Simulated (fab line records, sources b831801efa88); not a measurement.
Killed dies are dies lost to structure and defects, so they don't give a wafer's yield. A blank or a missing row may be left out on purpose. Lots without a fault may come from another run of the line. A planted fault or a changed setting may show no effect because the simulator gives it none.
fab line records | flow sky130
record lots=7 wafers=19 last_day=50
route steps=708 shown CONTACT@410 PAD_OPEN@708
lots that met no fault: from a run of the same line without faults
start_h: hours from the record's first day to the start of the lot's first wafer shown | wait_h: hours since the lot's step before | " the same as in the row above | L1.1+2: a row that stands for several wafers | - no value, or no start given | * or withheld: withheld | < > ~ a bound
route shown NAME@n: a module of which the file shows steps, and the number in the route of the first | usual: mean/standard deviation of fault-free wafers | same: alike in all rows | chamber/n: place in a boat | sites: the reading at each site | _std_site: their standard deviation | _edge_site: outer sites' mean less inner sites' | radius_mm: how far each site lies from the wafer's centre | mask NAME#n: copy n | behind: the tool/chamber that last shaped the wafer | hold: why the lot was held/for how many hours/how that ended | device: the transistor (n, p or np) that didn't switch | end of line: the same wafers' tests at the end of the route | a step without rows: its recipe alone | killed: dies lost to structure and defects at the first sort, not the wafer's yield | map: a wafer's dies, x killed, . not, _ none there
set.NAME: the setting as run; set.NAME@STEP: as run at that earlier step | model.NAME: the simulator's own value behind a step, which no gauge read
lots at some steps of the route; a table a step, a row a wafer
services: from which hour (start_h, from the record's first day; less than 0 if before it) a tool's chamber was out of use, for how many hours, and why
## steps
# step SKY_CONTACT_CMP_04
# recipe material=SiO2 down_force_psi=4 platen_rpm=60 pad_velocity_m_s=0.94248
# usual head_pressure_psi=4.000/0.0082 motor_current_A=10.9/1 slurry_filter_dp_kPa=13.49/0.12 time_to_endpoint_s=83/3.6
# columns lot.wafer tool chamber start_h wait_h head_pressure_psi motor_current_A slurry_filter_dp_kPa time_to_endpoint_s
L610.2 cmp-01 2 720.11 0.1 4.004 10.2 13.60 80
L610.4 " 3 " " 3.995 10.9 13.30 85
L610.6 " 1 " " 3.994 12.3 13.60 81
L612.1 cmp-01 1 746.17 0.1 4.005 12.5 13.32 80
L612.3 " 2 " " 4.001 11.0 13.38 78
L612.5 " 2 " " 3.996 10.8 13.63 87
L617.3 cmp-01 0 779.08 0.0 3.989 10.3 13.53 86
L617.4 " 3 " " 4.002 10.9 13.49 80
L618.4 cmp-02 1 784.96 0.0 4.010 12.4 13.61 91
L618.3 " 0 " " 3.983 9.9 13.41 82
L618.5 " 1 " " 3.993 12.1 13.34 86
L621.4 cmp-02 0 810.01 0.0 3.998 10.1 13.64 85
L621.2 " 1 " " 4.005 12.8 13.48 83
L628.4 cmp-02 0 865.81 0.1 3.998 10.5 13.31 83
L628.2 " 1 " " 4.006 12.1 13.50 85
L628.6 " 3 " " 3.996 10.7 13.50 79
L631.2 cmp-02 3 883.16 0.4 4.004 10.7 13.43 82
L631.1 " 0 " " 4.004 10.5 13.43 86
L631.3 " 1 " " 4.013 12.6 13.38 83
# step SKY_CONTACT_BOW_MEAS_05
# recipe mode=bow
# usual CONTACT_BOW=83/6.7
# columns lot.wafer tool chamber start_h wait_h CONTACT_BOW[um]
L610.2 film_metro-03 - 720.38 0.2 79
L610.4 " - " " 75
L610.6 " - " " 66
L612.1 film_metro-04 - 746.47 0.2 93
L612.3 " - " " 83
L612.5 " - " " 79
L617.3 film_metro-03 - 779.42 0.3 68
L617.4 " - " " 82
L618.3 film_metro-01 - 785.30 0.1 79
L618.4 " - " " 80
L618.5 " - " " 90
L621.2 film_metro-04 - 810.33 0.2 82
L621.4 " - " " 85
L628.2 film_metro-04 - 866.03 0.1 79
L628.4 " - " " 94
L628.6 " - " " 89
L631.1 film_metro-04 - 883.46 0.2 74
L631.2 " - " " 80
L631.3 " - " " 69
# step SKY_CONTACT_DEHYDRATE_06
# recipe temp_c=200 time_s=60
# step SKY_CONTACT_HMDS_07
# recipe prime_time_s=60 prime_temp_c=120
# step SKY_CONTACT_COAT_08
# recipe resist=BARC temp_c=withheld time_s=withheld spin_rpm=3000 resist_thk_nm=60
# step SKY_CONTACT_COAT_09
# recipe resist=KrF-thick spin_rpm=3000 resist_thk_nm=450
# step SKY_CONTACT_SOFTBAKE_10
# recipe temp_c=100 time_s=90 resist=KrF-thick
# step SKY_CONTACT_EXPOSE_11
# recipe mask_id=CTM1 na=0.8 source_shape=annular sigma_inner=0.55 sigma_outer=0.85 target_cd_nm=170 dose_mj=38
# step SKY_CONTACT_PEB_12
# recipe peb_temp_c=withheld peb_time_s=withheld resist=KrF-thick
# step SKY_CONTACT_DEVELOP_13
# recipe develop_time_s=60 resist=KrF-thick dev_temp_c=21
# step SKY_CONTACT_CD_MEAS_14
# recipe target_cd_nm=170
# usual cd_nm=169.6/1.9
# columns lot.wafer tool chamber start_h wait_h cd_nm
L610.2 cd_sem-02 - 748.47 - 167.5
L610.4 " - " " 166.8
L610.6 " - " " 166.7
L612.1 cd_sem-01 - 773.66 - 169.5
L612.3 " - " " 168.5
L612.5 " - " " 169.6
L617.3 cd_sem-02 - 805.72 - 169.0
L617.4 " - " " 170.2
L618.3 cd_sem-02 - 811.27 - 170.5
L618.4 " - " " 170.6
L618.5 " - " " 171.1
L621.2 cd_sem-01 - 836.84 - 170.6
L621.4 " - " " 172.5
L628.2 cd_sem-01 - 891.69 - 168.1
L628.4 " - " " 168.1
L628.6 " - " " 167.2
L631.1 cd_sem-01 - 907.68 - 170.3
L631.2 " - " " 171.5
L631.3 " - " " 170.1
# step SKY_CONTACT_OVL_MEAS_15
# usual CONTACT_OVL=-2/5.7
# columns lot.wafer tool chamber start_h wait_h CONTACT_OVL[nm]
L610.2 overlay-02 - 748.58 0.1 3
L610.4 " - " " 8
L610.6 " - " " 16
L612.1 overlay-01 - 773.78 0.1 -3
L612.3 " - " " -12
L612.5 " - " " -8
L617.3 overlay-02 - 805.81 0.1 5
L617.4 " - " " -3
L618.3 overlay-02 - 811.36 0.1 -7
L618.4 " - " " 1
L618.5 " - " " -6
L621.2 overlay-01 - 836.95 0.1 -1
L621.4 " - " " 6
L628.2 overlay-02 - 891.80 0.1 1
L628.4 " - " " 1
L628.6 " - " " -1
L631.1 overlay-01 - 907.80 0.1 -20
L631.2 " - " " -12
L631.3 " - " " -4
# step SKY_CONTACT_ETCH_16
# recipe chemistry=N2/H2 target=BARC ion_energy_ev=200 source_w=500 bias_w=100 pressure_mtorr=30 n2_flow_sccm=100 h2_flow_sccm=200 stop_on=SiO2 time_s=45.9 target_depth_a=600
# usual drypump_motor_current_A=5.7/0.35 n2_flow_sccm=100.05/0.3 oes_product_au=0.855/0.0043 throttle_valve_pct=13.224/0.01
# columns lot.wafer tool chamber start_h wait_h drypump_motor_current_A n2_flow_sccm oes_product_au rf_hours_counter_h throttle_valve_pct model.KrF-thick_of_CONTACT_COAT_09.thk_nm model.CONTACT.cd_nm
L610.2 rie_diel-01 3 748.61 0.0 5.3 99.81 0.862 13 13.224 392.5 167.5
L610.4 " 1 " " 5.8 99.99 0.850 5 13.216 393.5 167.3
L610.6 " 2 " " 5.9 99.78 0.856 - 13.238 394.7 167
L612.1 rie_diel-04 3 773.82 0.0 5.9 100.24 0.858 17 13.202 390.9 170.1
L612.3 " 0 " " 5.6 99.79 0.854 13 13.228 392.9 168.3
L612.5 " 2 " " 6.4 100.20 0.854 - 13.226 391.4 169.4
L617.3 rie_diel-01 1 805.84 0.0 5.8 100.45 0.862 6 13.223 393.2 169.3
L617.4 " 2 " " 5.9 100.09 0.851 30 13.240 378.2 173.3
L618.3 rie_diel-01 3 811.39 0.0 5.3 100.65 0.859 15 13.231 391.1 170.5
L618.4 " 0 " " 5.5 99.99 0.856 - 13.217 377.2 173.2
L618.5 " 3 " " 5.3 100.10 0.850 - 13.214 391.4 170.9
L621.2 rie_diel-01 0 836.98 0.0 5.5 99.81 0.859 14 13.230 393.7 170.5
L621.4 " 2 " " 5.8 99.74 0.860 31 13.205 378.8 176.1
L628.2 rie_diel-04 1 891.83 0.0 5.2 100.01 0.858 23 13.231 395.3 167.6
L628.4 " 2 " " 6.4 100.55 0.844 25 13.215 395.6 168.4
L628.6 " 3 " " 5.9 100.19 0.852 - 13.226 396 167.5
L631.1 rie_diel-04 1 907.84 0.0 5.2 99.78 0.859 24 13.220 390.1 169.6
L631.2 " 2 " " 6.4 100.15 0.849 26 13.224 389.6 172
L631.3 " 3 " " 5.9 99.70 0.859 22 13.222 391.2 170.6
# step SKY_CONTACT_ETCH_17
# recipe target=SiO2 chemistry=C4F8/O2/Ar stop_on=Si3N4 mask_material=KrF-thick source_w=1500 bias_w=1200 pressure_mtorr=40 c4f8_flow_sccm=withheld O2_flow_sccm=6 Ar_flow_sccm=300 time_s=withheld target_depth_a=3400
# usual oes_product_au=0.892/0.0048
# columns lot.wafer tool chamber start_h wait_h oes_product_au
L610.2 rie_diel-01 3 748.65 0.0 0.891
L610.4 " 1 " " 0.897
L610.6 " 2 " " 0.891
L612.1 rie_diel-04 3 773.86 0.0 0.890
L612.3 " 0 " " 0.897
L612.5 " 2 " " 0.898
L617.3 rie_diel-01 1 805.88 0.0 0.892
L617.4 " 2 " " 0.893
L618.3 rie_diel-01 3 811.43 0.0 0.890
L618.4 " 0 " " 0.894
L618.5 " 3 " " 0.896
L621.2 rie_diel-01 0 837.02 0.0 0.892
L621.4 " 2 " " 0.900
L628.2 rie_diel-04 1 891.87 0.0 0.898
L628.4 " 2 " " 0.889
L628.6 " 3 " " 0.891
L631.1 rie_diel-04 1 907.88 0.0 0.892
L631.2 " 2 " " 0.895
L631.3 " 3 " " 0.896
# step SKY_CONTACT_ETCH_18
# recipe target=Si3N4 chemistry=CHF3/O2 stop_on=TiN source_w=600 bias_w=200 pressure_mtorr=40 chf3_flow_sccm=50 O2_flow_sccm=5 time_s=39 target_depth_a=750
# usual drypump_motor_current_A=5.7/0.35 oes_product_au=0.854/0.0077 throttle_valve_pct=8.794/0.0098
# columns lot.wafer tool chamber start_h wait_h drypump_motor_current_A oes_product_au rf_hours_counter_h throttle_valve_pct model.KrF-thick_of_CONTACT_COAT_09.thk_nm model.CONTACT.cd_nm
L610.2 rie_diel-01 3 - - 5.3 0.855 13 8.802 242 167
L610.4 " 1 " " 5.9 0.857 5 8.798 243.9 166.8
L610.6 " 2 " " 5.8 0.865 - 8.786 244.2 166.7
L612.1 rie_diel-04 3 - - 5.9 0.853 17 8.790 239.7 170.2
L612.3 " 0 " " 5.5 0.843 13 8.795 244.5 167.8
L612.5 " 2 " " 6.3 0.842 - 8.788 240.3 169.1
L617.3 rie_diel-01 1 - - 5.9 0.841 7 8.788 244.1 168.9
L617.4 " 2 " " 5.8 0.862 30 8.812 227.4 172.8
L618.3 rie_diel-01 3 - - 5.3 0.852 15 8.784 240.6 170
L618.4 " 0 " " 5.5 0.861 - 8.798 226.3 173
L618.5 " 3 " " 5.3 0.858 - 8.773 240.2 170.5
L621.2 rie_diel-01 0 - - 5.5 0.863 14 8.800 243.2 170.3
L621.4 " 2 " " 5.8 0.864 31 8.773 229 175.6
L628.2 rie_diel-04 1 - - 5.2 0.842 23 8.796 242.5 167.1
L628.4 " 2 " " 6.4 0.852 25 8.788 246.1 167.9
L628.6 " 3 " " 5.9 0.857 - 8.796 245.9 167.6
L631.1 rie_diel-04 1 - - 5.2 0.853 24 8.796 236.7 169.2
L631.2 " 2 " " 6.4 0.842 26 8.803 238.6 171.4
L631.3 " 3 " " 5.9 0.850 22 8.792 242.3 170.5
# step SKY_CONTACT_STRIP_19
# recipe chemistry=O2/N2 power_w=1400 pressure_mtorr=1500 platen_temp_c=withheld o2_flow_sccm=3000 n2_flow_sccm=300 overash_fraction=0.5
# usual drypump_motor_current_A=5.5/0.34 n2_flow_sccm=300.1/0.81 oes_product_au=0.380/0.0048 strip_time_to_endpoint_s=3.608/0.029
# columns lot.wafer tool chamber start_h wait_h drypump_motor_current_A n2_flow_sccm oes_product_au rf_hours_counter_h strip_time_to_endpoint_s
L610.2 plasma_asher-03 0 748.74 - 5.0 300.9 0.369 92 3.600
L610.4 " 1 " " 5.1 301.6 0.378 - 3.635
L610.6 " 0 " " 5.0 301.0 0.382 - 3.625
L612.1 plasma_asher-04 1 773.95 - 5.5 299.8 0.390 3 3.584
L612.3 " 1 " " 5.5 301.0 0.386 - 3.632
L612.5 " 0 " " 6.0 299.9 0.376 - 3.577
L617.3 plasma_asher-03 1 806.00 - 5.1 299.9 0.382 - 3.640
L617.4 " 0 " " 5.0 301.2 0.373 - 3.446
L618.3 plasma_asher-03 1 811.55 - 5.1 300.3 0.382 - 3.594
L618.4 " 0 " " 5.0 299.1 0.378 - 3.448
L618.5 " 1 " " 5.0 300.5 0.377 - 3.597
L621.2 plasma_asher-03 0 837.11 - 5.0 301.0 0.378 102 3.614
L621.4 " 0 " " 5.0 299.5 0.375 - 3.473
L628.2 plasma_asher-03 0 891.96 - 5.0 299.6 0.379 107 3.613
L628.4 " 0 " " 5.1 299.6 0.383 - 3.671
L628.6 " 0 " " 5.0 299.8 0.384 - 3.639
L631.1 plasma_asher-01 0 907.97 - 5.5 299.0 0.371 50 3.553
L631.2 " 1 " " 5.8 298.2 0.382 50 3.570
L631.3 " 0 " " 5.5 298.4 0.374 - 3.607
# step SKY_CONTACT_STRIP_20
# recipe chemistry=post_etch_residue_remover time_s=1200 temp_c=72.5
# step SKY_PAD_OPEN_PROBE_99
# usual killed_at_M0_to_M3=44/7.5 killed_at_M4_up=3.2/1.9 killed_at_contacts=23/4.7 killed_at_front_end=15/4.7 killed_at_other=0.4/0.66 killed_dies=87/9.3 killed_open=47/7.2 killed_short=39/6.5
# same gross_dies=492 killed_at_back_side=0
# columns lot.wafer tool chamber start_h wait_h killed_at_M0_to_M3 killed_at_M4_up killed_at_contacts killed_at_front_end killed_at_other killed_dies killed_open killed_short
L618.5 prober-02 - 1134.20 0.2 53 1 17 15 0 86 60 25
L621.4 prober-01 - 1152.17 0.2 54 4 17 27 0 102 58 43
# killed by level:class
L618.5 VIA1:geometric_particle:open=17 VIA2:geometric_particle:open=9 CONTACT:geometric_particle:open=9 METAL1:geometric_particle:short=5 VIA3:geometric_particle:open=5 VIA1:geometric_particle:short=4 METAL1:geometric_particle:open=4 FIELD_ISO:geometric_particle:open=3
L621.4 VIA1:geometric_particle:open=16 FIELD_ISO:geometric_particle:open=7 METAL1:geometric_particle:short=7 LI_CONTACT:geometric_particle:open=7 VIA3:geometric_particle:open=7 VIA2:geometric_particle:open=7 POLY_GATE:geometric_particle:open=6 VIA1:geometric_particle:short=6
## services
# columns tool chamber start_h hours kind
cmp-01 - 696.99 0.6 repair
plasma_asher-03 - 712.82 2.8 pm
cmp-01 - 726.60 5.5 pm
plasma_asher-04 - 733.75 9.0 pm
plasma_asher-01 - 738.13 1.7 repair
cmp-02 - 744.00 4.0 pm
cmp-02 - 748.00 - consumable_replace:conditioner
plasma_asher-04 - 786.38 6.1 repair
cmp-02 - 793.30 0.3 repair
plasma_asher-04 - 808.40 8.5 repair
rie_diel-01 2 810.21 1.4 repair
cmp-01 - 819.73 0.9 repair
cmp-02 - 822.34 0.8 repair
rie_diel-04 1 828.45 9.7 repair
cmp-01 - 831.29 63.6 repair
rie_diel-04 3 836.02 1.4 repair
cmp-01 - 841.77 2.3 repair
rie_diel-01 2 844.97 - clean
rie_diel-01 2 844.97 33.2 scheduled_down
rie_diel-01 2 844.97 33.2 vent_cycle
rie_diel-01 1 872.11 2.4 repair
cmp-01 - 894.84 5.2 pm
cmp-02 - 900.07 5.6 pm
plasma_asher-04 - 902.95 12.9 pm
## key
first_sign step=SKY_CONTACT_STRIP_19 reading=strip_time_to_endpoint_s direction=down sigmas=5.3 usual=* struck=*
effect none on later readings
model_effect step=SKY_CONTACT_ETCH_16 value=KrF-thick_of_CONTACT_COAT_09.thk_nm without=392.2 struck=378.1
model_effect step=SKY_CONTACT_ETCH_18 value=KrF-thick_of_CONTACT_COAT_09.thk_nm without=241.7 struck=227.6
met_at SKY_CONTACT_ETCH_16
struck_wafers L617.4,L618.4,L621.4
tester_left_out L617,L618,L621
onset_between 748.61 805.84
fault kind=process_parameter_drift tool=rie_diel-01 chamber=- onset_h=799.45 steps=SKY_CONTACT_ETCH_16 channel=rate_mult offset=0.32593 shape=step end_h=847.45 scope=struck_wafers_only
# tester_left_out: of these lots the tester's yield and bins aren't shown, on N5 and GAA mostly nor the transistor test; their killed dies are dies lost to structure and defects alone, not to doping, threshold or leakage, so they don't give the yield
